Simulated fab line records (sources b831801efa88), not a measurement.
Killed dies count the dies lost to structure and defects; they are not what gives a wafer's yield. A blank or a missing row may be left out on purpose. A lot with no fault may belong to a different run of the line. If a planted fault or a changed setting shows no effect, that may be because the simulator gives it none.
Shared-tool check -- flow sky130 -- Lots sampled 14, wafers sampled 42

== WHY THIS WAS OPENED ==
SKY_PWDE_TW_MEAS_10, reading PWDE_TW: flagged on 2 of 14 lots. Wafers without a fault read 376.1, standard deviation 2.7.
Rule: flag the lot when none of its wafers has a number, or when each of its wafers that has one lies beyond 4 standard deviations from that mean. The rest of the lots are taken to be sound.

lot,measured,on,"PWDE_TW, wafer by wafer",flag
L447,day 3 18:04,film metro-03,379.9 379.0 377.4,
L448,day 4 05:00,film metro-03,377.7 378.7 376.9,
L449,day 5 02:02,film metro-02,376.3 374.0 374.7,
L450,day 5 02:04,film metro-04,376.3 378.7 377.8,
L451,day 5 14:15,film metro-02,372.3 374.3 371.6,
L452,day 5 14:35,film metro-03,378.0 377.8 379.1,
L454,day 5 17:46,film metro-04,378.8 378.3 376.9,
L455,day 5 22:50,film metro-02,373.2 375.8 375.1,
L456,day 5 23:04,film metro-04,375.8 378.7 375.5,
L462,day 7 05:35,film metro-02,30.1 30.0 30.1,FLAGGED
L461,day 7 05:56,film metro-02,30.1 30.0 30.1,FLAGGED
L467,day 9 00:31,film metro-04,377.9 377.4 378.7,
L469,day 9 03:06,film metro-02,369.5 370.4 368.6,
L470,day 9 09:53,film metro-04,377.3 377.2 377.3,
Averaged over the flagged lots the numbers come to 30.1, -346.0 from the usual (-99 or more standard deviations).

== WHICH TOOL EACH LOT WENT THROUGH ==
2 process steps preceding the reading are held in the record, out of 708 steps in the route. Every cell lists first the tool, next ch and the chambers used by the sampled wafers, and last the start.
lot,flag,SKY_DNWELL_STRIP_08,SKY_PWDE_STRIP_09
L447,,"plasma asher-02 ch 1, day 3 03:05","plasma asher-02 ch 0,1, day 3 17:58"
L448,,"plasma asher-03 ch 0,1, day 3 13:44","plasma asher-03 ch 0,1, day 4 04:55"
L449,,"plasma asher-01 ch 0,1, day 4 08:50","plasma asher-02 ch 0,1, day 5 01:56"
L450,,"plasma asher-03 ch 0,1, day 4 08:59","plasma asher-03 ch 0,1, day 5 01:58"
L451,,"plasma asher-01 ch 0,1, day 4 20:22","plasma asher-03 ch 0,1, day 5 14:10"
L452,,"plasma asher-02 ch 0, day 4 20:35","plasma asher-02 ch 1, day 5 14:29"
L454,,"plasma asher-03 ch 0,1, day 4 23:47","plasma asher-02 ch 0,1, day 5 17:40"
L455,,"plasma asher-03 ch 0,1, day 5 04:17","plasma asher-04 ch 0,1, day 5 22:44"
L456,,"plasma asher-02 ch 0,1, day 5 04:47","plasma asher-02 ch 0,1, day 5 22:58"
L462,FLAGGED,"plasma asher-03 ch 1, day 6 11:23","plasma asher-03 ch 0, day 7 05:29"
L461,FLAGGED,"plasma asher-02 ch 0, day 6 11:44","plasma asher-04 ch 0,1, day 7 05:50"
L467,,"plasma asher-03 ch 0,1, day 8 03:17","plasma asher-02 ch 0,1, day 9 00:25"
L469,,"plasma asher-03 ch 0,1, day 8 06:14","plasma asher-02 ch 0,1, day 9 03:01"
L470,,"plasma asher-01 ch 0,1, day 8 12:11","plasma asher-03 ch 0, day 9 09:47"
What the steps here do:
- SKY_DNWELL_STRIP_08: strips in O2/N2.
- SKY_PWDE_STRIP_09: strips in O2/N2.
- SKY_PWDE_TW_MEAS_10

== FLAGGED OVER TOTAL, TOOL BY TOOL (the gauges that took the reading come last) ==
step,tool,lots run,flagged,share of the flagged lots,sound lots run after its first flagged lot
SKY_DNWELL_STRIP_08,plasma asher-01,3,0,none,-
SKY_DNWELL_STRIP_08,plasma asher-02,4,1,some,0
SKY_DNWELL_STRIP_08,plasma asher-03,7,1,some,"2 (L467,L469)"
SKY_PWDE_STRIP_09,plasma asher-02,7,0,none,-
SKY_PWDE_STRIP_09,plasma asher-03,5,1,some,1 (L470)
SKY_PWDE_STRIP_09,plasma asher-04,2,1,some,0
SKY_PWDE_TW_MEAS_10,film metro-02,6,2,all,1 (L469)
SKY_PWDE_TW_MEAS_10,film metro-03,3,0,none,-
SKY_PWDE_TW_MEAS_10,film metro-04,5,0,none,-

== THE TABLE: WHAT IT ALLOWS ==
Rows of the table that ran each flagged lot: 1, that is film metro-02 at SKY_PWDE_TW_MEAS_10.
- film metro-02 at SKY_PWDE_TW_MEAS_10 ran 6 lots, 2 of them flagged. Lots that were sound ran on it after the first flagged one (L469); a persistent fault on the entire tool would not allow that.
Not one row of the table ran every flagged lot while running no sound lot after the first.

== WHAT WAS PUT IN BY THE SIMULATOR ==
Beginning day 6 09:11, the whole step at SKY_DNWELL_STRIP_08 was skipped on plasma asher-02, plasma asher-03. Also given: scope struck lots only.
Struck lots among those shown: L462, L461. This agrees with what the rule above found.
